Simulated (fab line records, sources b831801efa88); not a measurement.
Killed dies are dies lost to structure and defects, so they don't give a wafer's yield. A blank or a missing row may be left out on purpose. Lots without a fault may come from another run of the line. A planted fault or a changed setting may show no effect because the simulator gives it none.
Chamber matching | flow gf180mcu | GF_PASSIVATION_ETCH_11 on rie_diel-03: 4 sister chambers
The step etches the open film in CF4/O2, stops on TiN, target depth 2040 nm, time 453.3 s. 16 wafers are shown with their chamber, then 8 later ones without.

WAFERS WITH THEIR CHAMBER
wafer  | chamber | drypump_motor_current_A (A) | oes_product_au (a.u.) | cf4_flow_sccm (sccm)
L634.1 | 0       | 5.9                         | 0.985                 | 80.16
L634.4 | 1       | 5.1                         | 0.992                 | 80.17
L634.6 | 1       | 5.1                         | 0.998                 | 79.77
L637.2 | 0       | 5.8                         | 0.997                 | 79.53
L637.4 | 1       | 5.1                         | 0.993                 | 79.74
L637.5 | 3       | 6.3                         | 0.984                 | 80.14
L638.2 | 1       | 5.1                         | 0.992                 | 79.89
L638.3 | 3       | 6.3                         | 0.994                 | 79.81
L638.4 | 2       | 5.4                         | 1.000                 | 79.84
L643.1 | 3       | 6.2                         | 0.993                 | 80.61
L643.2 | 2       | 5.4                         | 0.992                 | 80.26
L643.5 | 1       | 5.1                         | 0.996                 | 80.05
L653.1 | 2       | 5.4                         | 0.992                 | 80.01
L653.2 | 3       | 6.3                         | 0.990                 | 79.93
L653.6 | 1       | 5.1                         | 0.988                 | 80.13
L654.1 | 0       | 5.8                         | 0.995                 | 79.99

SIGNATURES (means of the wafers above)
reading                 | chamber 0 | chamber 1 | chamber 2 | chamber 3 | scatter within a chamber
drypump_motor_current_A | 5.833     | 5.100     | 5.400     | 6.275     | 0.0344
oes_product_au          | 0.99233   | 0.99317   | 0.99467   | 0.99025   | 0.00454
cf4_flow_sccm           | 79.8933   | 79.9583   | 80.0367   | 80.1225   | 0.265
Rule: a wafer's distance from a chamber is the root of the sum, over the readings, of the square of ((its reading less the chamber's mean) divided by the reading's scatter). The wafer belongs to the nearest chamber; if the next one is less than 2 further off, it can't be placed. The scatter: the root of (the sum of the squares of (reading less its chamber's mean) over the shown wafers, divided by (wafers less chambers)).

WAFERS WITHOUT THEIR CHAMBER
wafer  | drypump_motor_current_A (A) | oes_product_au (a.u.) | cf4_flow_sccm (sccm)
L654.3 | 5.4                         | 0.988                 | 80.15
L654.6 | 6.3                         | 0.987                 | 80.18
L655.2 | 5.1                         | 0.988                 | 79.98
L655.3 | 5.8                         | 0.990                 | 80.01
L655.5 | 6.3                         | 0.990                 | 79.66
L657.2 | 5.4                         | 0.996                 | 80.20
L657.4 | 5.8                         | 0.992                 | 80.08
L657.6 | 6.2                         | 0.985                 | 80.05

WHICH CHAMBER EACH WENT THROUGH
wafer  | from the rows above | in truth
L654.3 | 2                   | 2
L654.6 | 3                   | 3
L655.2 | 1                   | 1
L655.3 | 0                   | 0
L655.5 | 3                   | 3
L657.2 | 2                   | 2
L657.4 | 0                   | 0
L657.6 | 3                   | 3
Placed correctly: 8 of 8. Can't be placed from these rows: 0. Placed wrongly: 0.
